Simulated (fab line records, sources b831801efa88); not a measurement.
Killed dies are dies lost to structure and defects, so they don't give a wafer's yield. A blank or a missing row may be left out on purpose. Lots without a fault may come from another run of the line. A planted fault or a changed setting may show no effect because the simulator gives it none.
Chamber matching | flow sky130 | SKY_VIA3_ETCH_15 on rie_diel-01: 4 sister chambers
The step etches SiO2 in C4F8/O2/Ar, stops on TiN, target depth 507 nm, time 78 s. 8 wafers are shown with their chamber, then 7 later ones without.

WAFERS WITH THEIR CHAMBER
wafer  | chamber | oes_product_au (a.u.)
L650.4 | 0       | 0.937
L663.5 | 3       | 0.947
L663.6 | 2       | 0.942
L666.2 | 2       | 0.950
L666.3 | 1       | 0.941
L666.5 | 0       | 0.948
L667.1 | 3       | 0.945
L667.2 | 1       | 0.957

WAFERS WITHOUT THEIR CHAMBER
wafer  | oes_product_au (a.u.)
L667.4 | 0.943
L670.1 | 0.947
L670.5 | 0.949
L670.6 | 0.950
L671.2 | 0.951
L671.3 | 0.937
L671.6 | 0.951

WHICH CHAMBER EACH WENT THROUGH
wafer  | from the rows above               | in truth
L667.4 | can't be placed: 0 or 2 or 3 or 1 | 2
L670.1 | can't be placed: 2 or 3 or 1 or 0 | 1
L670.5 | can't be placed: 1 or 2 or 3 or 0 | 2
L670.6 | can't be placed: 1 or 2 or 3 or 0 | 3
L671.2 | can't be placed: 1 or 2 or 3 or 0 | 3
L671.3 | can't be placed: 0 or 2 or 3 or 1 | 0
L671.6 | can't be placed: 1 or 2 or 3 or 0 | 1
Placed correctly: 0 of 7. Can't be placed from these rows: 7 (the true chamber is among the candidates in 7). Placed wrongly: 0.
How it was worked out, from the rows above alone: a wafer's distance from a chamber is the root of the sum, over the readings, of the square of ((its reading less the chamber's mean) divided by the reading's scatter). The wafer belongs to the nearest chamber; if the next one is less than 2 further off, it can't be placed. A chamber's mean is the mean of its shown wafers. The scatter: the root of (the sum of the squares of (reading less its chamber's mean) over the shown wafers, divided by (wafers less chambers)).
